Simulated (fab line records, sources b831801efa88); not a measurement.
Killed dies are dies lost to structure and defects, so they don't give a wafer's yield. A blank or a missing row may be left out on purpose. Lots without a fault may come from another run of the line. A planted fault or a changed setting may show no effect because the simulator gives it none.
Which tool did it? | flow sky130 | 7 lots, 18 wafers sampled, at 2 steps of a route of 708

WHAT THE GAUGES READ, wafer by wafer
SKY_METAL3_CD_MEAS_13: target cd 300 nm.
lot  | measured     | on        | cd_nm (nm)
L867 | day 39 19:39 | cd_sem-02 | 301.1 300.7 301.6
L872 | day 40 14:35 | cd_sem-01 | 302.3 302.1
L874 | day 41 13:56 | cd_sem-02 | 300.9 301.7
L878 | day 42 13:49 | cd_sem-01 | 301.8 300.5 300.8
L880 | day 43 06:02 | cd_sem-01 | 299.7 300.6 300.9
L882 | day 43 10:12 | cd_sem-02 | 300.7 300.9 301.6
L889 | day 45 03:10 | cd_sem-02 | 300.7 301.9

WHICH TOOL RAN EACH LOT (tool, then ch and the chambers of the sampled wafers, then the start)
lot  | SKY_CAPM_SPUTTER_02
L867 | pvd_sputter-01, day 37 15:34
L872 | pvd_sputter-01, day 38 11:46
L874 | pvd_sputter-01, day 39 12:00
L878 | pvd_sputter-03, day 40 14:05
L880 | pvd_sputter-01, day 41 06:22
L882 | pvd_sputter-03, day 41 11:17
L889 | pvd_sputter-01, day 43 06:12
- SKY_CAPM_SPUTTER_02: material TiN, target thk 200 nm, time 169.9 s.

THE ANSWER, worked out from the rows above alone
Rule: what is usual is taken from the lots themselves. Put in order of their means at a reading, lots are off if they are a third of the lots or fewer, leave a main group of 4 or more, and stand apart from it by a gap of 3 or more times the standard deviation of the main group's means; of several such gaps the widest counts. A main group whose means are all the same, to the digits that the tables above print for the reading, isn't used. A lot without any number at a reading at which 4 lots or more have one is off too. The other lots that the step has rows for count as sound.
No lot is off at any reading shown: from this, nothing can be told.

WHAT THE SIMULATOR HAD PUT IN
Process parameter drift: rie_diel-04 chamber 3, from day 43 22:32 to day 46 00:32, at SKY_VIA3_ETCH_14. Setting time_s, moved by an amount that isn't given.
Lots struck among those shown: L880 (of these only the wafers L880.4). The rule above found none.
